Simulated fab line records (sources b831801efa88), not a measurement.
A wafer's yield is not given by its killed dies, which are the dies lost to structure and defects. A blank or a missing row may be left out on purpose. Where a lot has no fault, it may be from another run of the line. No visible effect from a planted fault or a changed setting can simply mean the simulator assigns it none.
A lot that was struck, set against a sound lot | flow sky130 | 33 out of 708 route steps
Sound: these wafers, L446.2, L446.5, L446.6. Wafers L455.3, L455.4, L455.5 were the ones struck. The cause is named last.
For every step that has rows: the tool of each side, followed by ch and its chambers, followed by its first start. Under that, the readings that differ: sound wafers | struck wafers | difference of the means | sigmas: that difference in standard deviations of wafers without a fault.
alike: same words and numbers on both sides, and readings whose means sit less than 2 such deviations apart. not compared: any withheld reading, any reading some wafer has no value for, any bound like >300 that may hide the same value, and any number with overlapping values for which the record gives no deviation.
A row with sigmas, a row that says differs or no value, or rows on one side alone: a step with any of these is where the two part. Numbers that have no deviation but don't overlap get no sigmas and don't part them. A reading that every wafer of one side lacks parts them only if that side has two wafers or more.

first, 5 steps without rows for these wafers: SKY_VT_ADJUST_HVTP_COAT_02 (resist thk 1140 nm); SKY_VT_ADJUST_HVTP_SOFTBAKE_03 (time 60 s); SKY_VT_ADJUST_HVTP_EXPOSE_04 (exposes mask HVTPM, target cd 380 nm); SKY_VT_ADJUST_HVTP_PEB_05; SKY_VT_ADJUST_HVTP_DEVELOP_06 (develop time 60 s).
SKY_VT_ADJUST_HVTP_CD_MEAS_07 targets a cd of 380 nm.
  sound: cdSem-02 at day 8 16:22; struck: cdSem-02 at day 11 15:31
  alike: cdNm
SKY_VT_ADJUST_HVTP_OVL_MEAS_08:
  sound: overlay-02 at day 8 16:28; struck: overlay-02 at day 11 15:37
  alike: VT_ADJUST_HVTP_OVL
next, for these wafers, 1 step has no rows: SKY_VT_ADJUST_HVTP_IMPLANT_09.
SKY_VT_ADJUST_HVTP_STRIP_10: strips in O2/N2.
  sound on plasmaAsher-04 ch 0,1, day 8 16:39; struck on plasmaAsher-02 ch 0,1, day 11 15:49
  alike: drypumpMotorCurrentA, oesProductAu, stripTimeToEndpointS
  not compared: rfHoursCounterH
SKY_VT_ADJUST_HVTP_TW_MEAS_11:
  sound: filmMetro-02 at day 8 16:46; struck: filmMetro-03 at day 11 15:54
  alike: VT_ADJUST_HVTP_TW
then, 2 steps without rows for these wafers: SKY_VT_ADJUST_LVTN_DEHYDRATE_00 (time 60 s); SKY_VT_ADJUST_LVTN_HMDS_01 (prime time 60 s).
SKY_VT_ADJUST_LVTN_COAT_02: resist thk 3000 nm.
  sound on lithoTrack-04 ch 0, day 9 03:01; struck on lithoTrack-03, day 12 03:40
  no value came back on the struck wafers for chillPlateTempC (C), dispensePressureKPa (kPa); on the sound wafers chillPlateTempC (C) reads 22.99 23.03 23.05
then, 4 steps without rows for these wafers: SKY_VT_ADJUST_LVTN_SOFTBAKE_03; SKY_VT_ADJUST_LVTN_EXPOSE_04 (exposes mask NWM COMPLEMENT LESS NATIVE, target cd 840 nm); SKY_VT_ADJUST_LVTN_PEB_05; SKY_VT_ADJUST_LVTN_DEVELOP_06 (develop time 60 s).
SKY_VT_ADJUST_LVTN_OVL_MEAS_07:
  sound: overlay-01 at day 9 13:27; struck: overlay-01 at day 12 15:50
reading                 | sound        | struck | difference                    | sigmas
VT_ADJUST_LVTN_OVL (nm) | 2.7 -0.2 2.1 | - - -  | no value on the struck wafers | 
next, for these wafers, 1 step has no rows: SKY_VT_ADJUST_LVTN_IMPLANT_08.
SKY_VT_ADJUST_LVTN_STRIP_09: strips in O2/N2.
  sound on plasmaAsher-01 ch 0,1, day 9 13:38; struck on plasmaAsher-04 ch 0,1, day 12 16:02
  no value came back on the struck wafers for oesProductAu (a.u.), stripTimeToEndpointS (s); on the sound wafers oesProductAu (a.u.) reads 0.719 0.722 0.728
  alike: drypumpMotorCurrentA
  not compared: rfHoursCounterH
SKY_VT_ADJUST_LVTN_TW_MEAS_10:
  sound: filmMetro-03 at day 9 13:44; struck: filmMetro-03 at day 12 16:07
  alike: VT_ADJUST_LVTN_TW
then, 7 steps without rows for these wafers: SKY_VT_ADJUST_LVTN_DEHYDRATE_11 (time 60 s); SKY_VT_ADJUST_LVTN_HMDS_12 (prime time 60 s); SKY_VT_ADJUST_LVTN_COAT_13 (resist thk 1140 nm); SKY_VT_ADJUST_LVTN_SOFTBAKE_14 (time 60 s); SKY_VT_ADJUST_LVTN_EXPOSE_15 (exposes mask HVN STD DERIVED, target cd 600 nm); SKY_VT_ADJUST_LVTN_PEB_16; SKY_VT_ADJUST_LVTN_DEVELOP_17 (develop time 60 s).
SKY_VT_ADJUST_LVTN_OVL_MEAS_18:
  sound: overlay-01 at day 10 11:54; struck: overlay-02 at day 13 17:24
  alike: VT_ADJUST_LVTN_01_OVL
next, for these wafers, 1 step has no rows: SKY_VT_ADJUST_LVTN_IMPLANT_19.
SKY_VT_ADJUST_LVTN_STRIP_20: strips in O2/N2.
  sound on plasmaAsher-03 ch 0,1, day 10 12:05; struck on plasmaAsher-01 ch 0,1, day 13 17:37
reading                  | sound       | struck      | difference | sigmas
drypumpMotorCurrentA (A) | 5.3 5.3 5.7 | 6.5 5.8 6.6 | +0.9       | +2
  alike: oesProductAu, stripTimeToEndpointS
  not compared: rfHoursCounterH
SKY_VT_ADJUST_LVTN_TW_MEAS_21:
  sound: filmMetro-03 at day 10 12:11; struck: filmMetro-02 at day 13 17:55
reading             | sound             | struck            | difference | sigmas
VT_ADJUST_LVTN_2_TW | 187.7 188.2 187.4 | 268.8 269.7 270.9 | +82.0      | +89
  not compared: hold
SKY_PAD_OPEN_PROBE_99:
  the record holds rows for the sound wafers here (prober-02, day 48 05:57) but none for the struck ones

== WHERE THEY PART ==
First at SKY_VT_ADJUST_LVTN_COAT_02; last, within this record, at SKY_PAD_OPEN_PROBE_99.

WHY: what the simulator had put in
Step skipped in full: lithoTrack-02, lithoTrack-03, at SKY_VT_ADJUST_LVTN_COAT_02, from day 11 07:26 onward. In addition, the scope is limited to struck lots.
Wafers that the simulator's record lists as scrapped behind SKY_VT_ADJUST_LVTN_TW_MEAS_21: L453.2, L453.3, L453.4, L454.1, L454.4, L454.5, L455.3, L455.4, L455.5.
